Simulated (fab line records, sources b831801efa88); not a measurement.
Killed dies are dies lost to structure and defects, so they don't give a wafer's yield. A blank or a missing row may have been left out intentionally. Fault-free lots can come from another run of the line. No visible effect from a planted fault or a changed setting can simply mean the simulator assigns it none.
The tool behind it: which one? | flow sky130 | 14 lots with 42 wafers sampled at 7 steps, on a route of 708 steps

== WHAT EACH GAUGE READ, for each wafer ==
SKY_FIELD_ISO_CD_MEAS_13: the cd target is 150 nm. Usual: 150.2 nm for cd_nm, sd 1.6.
lot  | measured    | on        | cd_nm (nm)        | flag
L131 | day 2 04:02 | cd_sem-02 | 151.6 150.6 150.7 |
L133 | day 2 19:04 | cd_sem-02 | 148.2 148.4 148.1 |
L135 | day 3 03:41 | cd_sem-02 | 148.7 148.5 148.6 |
L136 | day 3 10:10 | cd_sem-01 | 152.4 153.4 151.6 |
L143 | day 4 18:52 | cd_sem-01 | 145.8 148.1 148.1 |
L144 | day 5 00:10 | cd_sem-02 | 150.3 149.3 149.7 |
L145 | day 5 05:13 | cd_sem-02 | 151.7 151.9 152.5 |
L147 | day 5 15:19 | cd_sem-02 | 151.2 150.6 151.5 |
L148 | day 5 21:40 | cd_sem-02 | 149.4 148.8 149.1 |
L149 | day 6 00:59 | cd_sem-02 | 150.0 151.9 150.4 |
L150 | day 6 06:40 | cd_sem-02 | 152.4 153.8 152.9 |
L151 | day 6 14:02 | cd_sem-02 | 150.3 148.1 149.7 |
L153 | day 7 06:14 | cd_sem-02 | 149.0 149.6 148.9 |
L154 | day 7 06:22 | cd_sem-02 | 151.3 151.0 150.8 |

SKY_SONOS_TUNNEL_TW_MEAS_12. Usual: SONOS_TUNNEL_TW typically reads 198.0, with standard deviation 2.4.
lot  | measured     | on            | SONOS_TUNNEL_TW   | flag
L131 | day 11 01:00 | film_metro-02 | 201.2 199.8 202.1 |
L133 | day 11 23:30 | film_metro-01 | 199.0 199.7 198.2 |
L135 | day 12 13:19 | film_metro-01 | 30.1 30.2 30.2    | OFF
L136 | day 13 02:37 | film_metro-01 | 30.4 30.5 30.4    | OFF
L143 | day 15 05:19 | film_metro-04 | 194.2 194.8 193.7 |
L144 | day 15 08:22 | film_metro-01 | 200.0 198.3 198.4 |
L145 | day 15 18:47 | film_metro-01 | 199.1 198.1 197.6 |
L147 | day 17 10:56 | film_metro-04 | 195.5 193.6 194.9 |
L148 | day 17 21:15 | film_metro-04 | 195.2 194.1 195.0 |
L149 | day 17 21:35 | film_metro-01 | 198.3 198.0 198.6 |
L150 | day 18 08:37 | film_metro-02 | 200.3 200.2 200.4 |
L151 | day 18 17:01 | film_metro-04 | 194.5 195.5 194.5 |
L153 | day 19 03:23 | film_metro-02 | 200.9 199.0 200.2 |
L154 | day 19 00:30 | film_metro-01 | 197.5 198.9 197.7 |

SKY_LDD_N_TW_MEAS_17. Usual: LDD_N_TW typically reads 2594, with standard deviation 28.
lot  | measured     | on            | LDD_N_TW       | flag
L131 | day 17 07:34 | film_metro-02 | 2641 2639 2613 |
L133 | day 18 13:44 | film_metro-01 | 2612 2606 2601 |
L135 | day 19 03:40 | film_metro-01 | 2600 2602 2587 |
L136 | day 19 19:57 | film_metro-01 | 2598 2605 2589 |
L143 | day 22 03:41 | film_metro-01 | 2590 2594 2589 |
L144 | day 22 03:18 | film_metro-02 | 2632 2628 2631 |
L145 | day 22 20:42 | film_metro-02 | 2625 2629 2614 |
L147 | day 24 09:24 | film_metro-03 | 2568 2553 2566 |
L148 | day 25 10:25 | film_metro-02 | 2623 2613 2624 |
L149 | day 25 10:43 | film_metro-03 | 2550 2537 2532 |
L150 | day 25 11:37 | film_metro-02 | 2621 2634 2631 |
L151 | day 25 20:19 | film_metro-02 | 2617 2617 2614 |
L153 | day 26 00:58 | film_metro-03 | 2565 2559 2575 |
L154 | day 25 23:34 | film_metro-03 | 2544 2542 2558 |

SKY_SD_P_TW_MEAS_11. Usual: SD_P_TW typically reads 2820, with standard deviation 44.
lot  | measured     | on            | SD_P_TW        | flag
L131 | day 25 01:26 | film_metro-03 | 2788 2781 2780 |
L133 | day 26 04:39 | film_metro-04 | 2788 2788 2794 |
L135 | day 26 18:38 | film_metro-03 | 2811 2803 2795 |
L136 | day 27 07:44 | film_metro-03 | 2769 2765 2771 |
L143 | day 29 23:47 | film_metro-03 | 2764 2784 2780 |
L144 | day 29 18:47 | film_metro-02 | 2898 2878 2874 |
L145 | day 30 02:35 | film_metro-03 | 2784 2802 2786 |
L147 | day 31 13:44 | film_metro-03 | 2822 2802 2799 |
L148 | day 32 17:50 | film_metro-04 | 2803 2784 2796 |
L149 | day 32 18:41 | film_metro-04 | 2787 2805 2780 |
L150 | day 32 18:23 | film_metro-02 | 2874 2897 2881 |
L151 | day 32 20:48 | film_metro-02 | 2873 2871 2890 |
L153 | day 33 02:32 | film_metro-02 | 2852 2862 2867 |
L154 | day 32 22:56 | film_metro-02 | 2879 2884 2877 |

SKY_LI_CONTACT_BOW_MEAS_03. Usual: LI_CONTACT_BOW typically reads 57 um, with standard deviation 6.7.
lot  | measured     | on            | LI_CONTACT_BOW (um) | flag
L131 | day 27 12:14 | film_metro-04 | 64 57 48            |
L133 | day 28 14:47 | film_metro-02 | 45 54 60            |
L135 | day 29 04:14 | film_metro-03 | 27 18 25            | OFF
L136 | day 29 17:10 | film_metro-03 | 17 33 26            | OFF
L143 | day 32 07:41 | film_metro-03 | 64 51 61            |
L144 | day 32 01:04 | film_metro-04 | 55 53 63            |
L145 | day 32 10:07 | film_metro-03 | 67 62 49            |
L147 | day 33 22:01 | film_metro-04 | 62 60 71            |
L148 | day 35 01:46 | film_metro-04 | 63 58 54            |
L149 | day 35 02:22 | film_metro-02 | 59 55 56            |
L150 | day 35 02:20 | film_metro-03 | 68 50 65            |
L151 | day 35 04:17 | film_metro-02 | 64 65 62            |
L153 | day 35 09:43 | film_metro-02 | 55 54 43            |
L154 | day 35 05:58 | film_metro-02 | 63 62 57            |

SKY_CONTACT_BOW_MEAS_05. Usual: CONTACT_BOW typically reads 83 um, with standard deviation 6.6.
lot  | measured     | on            | CONTACT_BOW (um) | flag
L131 | day 30 02:13 | film_metro-03 | 90 85 76         |
L133 | day 30 23:35 | film_metro-02 | 71 81 86         |
L135 | day 31 14:17 | film_metro-01 | 56 46 51         | OFF
L136 | day 32 01:22 | film_metro-02 | 44 61 53         | OFF
L143 | day 34 16:51 | film_metro-02 | 91 76 86         |
L144 | day 34 09:05 | film_metro-01 | 80 77 87         |
L145 | day 34 17:50 | film_metro-01 | 93 88 75         |
L147 | day 36 06:06 | film_metro-03 | 86 84 95         |
L148 | day 37 09:25 | film_metro-03 | 83 79 76         |
L149 | day 37 10:26 | film_metro-02 | 84 80 81         |
L150 | day 37 10:05 | film_metro-01 | 96 78 92         |
L151 | day 37 12:14 | film_metro-03 | 89 89 89         |
L153 | day 37 17:37 | film_metro-01 | 82 82 71         |
L154 | day 37 14:04 | film_metro-02 | 88 86 82         |

== TOOL THAT RAN EACH LOT (tool first, then ch and the chambers of the sampled wafers, then the start) ==
lot  | SKY_VT_ADJUST_PCH_STRIP_09
L131 | plasma_asher-01 ch 0, day 10 00:55
L133 | plasma_asher-01 ch 0, day 10 23:37
L135 | plasma_asher-03 ch 0, day 11 12:52
L136 | plasma_asher-04 ch 0,1, day 12 01:13
L143 | plasma_asher-04 ch 0,1, day 14 01:31
L144 | plasma_asher-03 ch 0,1, day 14 05:04
L145 | plasma_asher-03 ch 0,1, day 14 15:22
L147 | plasma_asher-04 ch 0,1, day 16 05:19
L148 | plasma_asher-03 ch 0,1, day 16 15:07
L149 | plasma_asher-04 ch 0,1, day 16 15:28
L150 | plasma_asher-01 ch 0,1, day 17 02:10
L151 | plasma_asher-04 ch 0,1, day 17 11:28
L153 | plasma_asher-04 ch 0,1, day 17 20:28
L154 | plasma_asher-03 ch 0,1, day 17 18:52
- SKY_VT_ADJUST_PCH_STRIP_09: strips in O2/N2.

== WHAT THE TOOLS THEMSELVES READ (means of the sampled wafers that have a number; where no wafer has one, the mark that the record gives instead) ==
SKY_VT_ADJUST_PCH_STRIP_09. Usual: chamber_pressure_mTorr 1500.0 mTorr, standard deviation 1.9; drypump_motor_current_A 5.5 A, standard deviation 0.32; oes_product_au 0.723 a.u., standard deviation 0.0043; strip_time_to_endpoint_s 36.98 s, standard deviation 0.094.
lot  | tool            | chamber_pressure_mTorr (mTorr) | drypump_motor_current_A (A) | oes_product_au (a.u.) | strip_time_to_endpoint_s (s) | flag
L131 | plasma_asher-01 | 1500.4                         | 5.6                         | 0.725                 | 37.06                        |
L133 | plasma_asher-01 | 1498.9                         | 5.6                         | 0.720                 | 37.01                        |
L135 | plasma_asher-03 | -                              | -                           | -                     | -                            | OFF
L136 | plasma_asher-04 | -                              | -                           | -                     | -                            | OFF
L143 | plasma_asher-04 | 1500.0                         | 5.4                         | 0.723                 | 36.93                        |
L144 | plasma_asher-03 | 1500.3                         | 5.8                         | 0.724                 | 36.94                        |
L145 | plasma_asher-03 | 1500.3                         | 5.8                         | 0.721                 | 37.06                        |
L147 | plasma_asher-04 | 1499.8                         | 5.4                         | 0.724                 | 36.94                        |
L148 | plasma_asher-03 | 1499.0                         | 5.8                         | 0.719                 | 36.97                        |
L149 | plasma_asher-04 | 1499.6                         | 5.5                         | 0.721                 | 36.93                        |
L150 | plasma_asher-01 | 1501.8                         | 5.4                         | 0.723                 | 36.96                        |
L151 | plasma_asher-04 | 1499.7                         | 5.4                         | 0.722                 | 36.80                        |
L153 | plasma_asher-04 | 1500.3                         | 5.4                         | 0.717                 | 36.92                        |
L154 | plasma_asher-03 | 1500.0                         | 5.8                         | 0.720                 | 36.97                        |

== THE ANSWER, worked out from the rows above alone ==
Rule: a lot is off if the mean of its wafers that have a number lies more than 3 standard deviations from the usual mean. A lot without any number at a reading at which 4 lots or more have one is off too. All remaining lots with rows at the step are treated as sound. First the gauges in route order, then the tools' own readings, where a lot's mean is used as printed above. The first step at which some lot is off is used, and at that step the reading that is off furthest; a lot without a number counts as furthest.
Off: at SKY_SONOS_TUNNEL_TW_MEAS_12 (SONOS_TUNNEL_TW), L135, L136.
If a tool, at a process step before that reading, ran all the lots that are off and no sound lot after the first of them, it fits. The gauges at SKY_SONOS_TUNNEL_TW_MEAS_12 aren't tried: what is off there is off at SKY_LI_CONTACT_BOW_MEAS_03 too, on other tools, and a gauge's error can't cause that. Of those tried, none fits.

== WHAT HAD BEEN PUT IN BY THE SIMULATOR ==
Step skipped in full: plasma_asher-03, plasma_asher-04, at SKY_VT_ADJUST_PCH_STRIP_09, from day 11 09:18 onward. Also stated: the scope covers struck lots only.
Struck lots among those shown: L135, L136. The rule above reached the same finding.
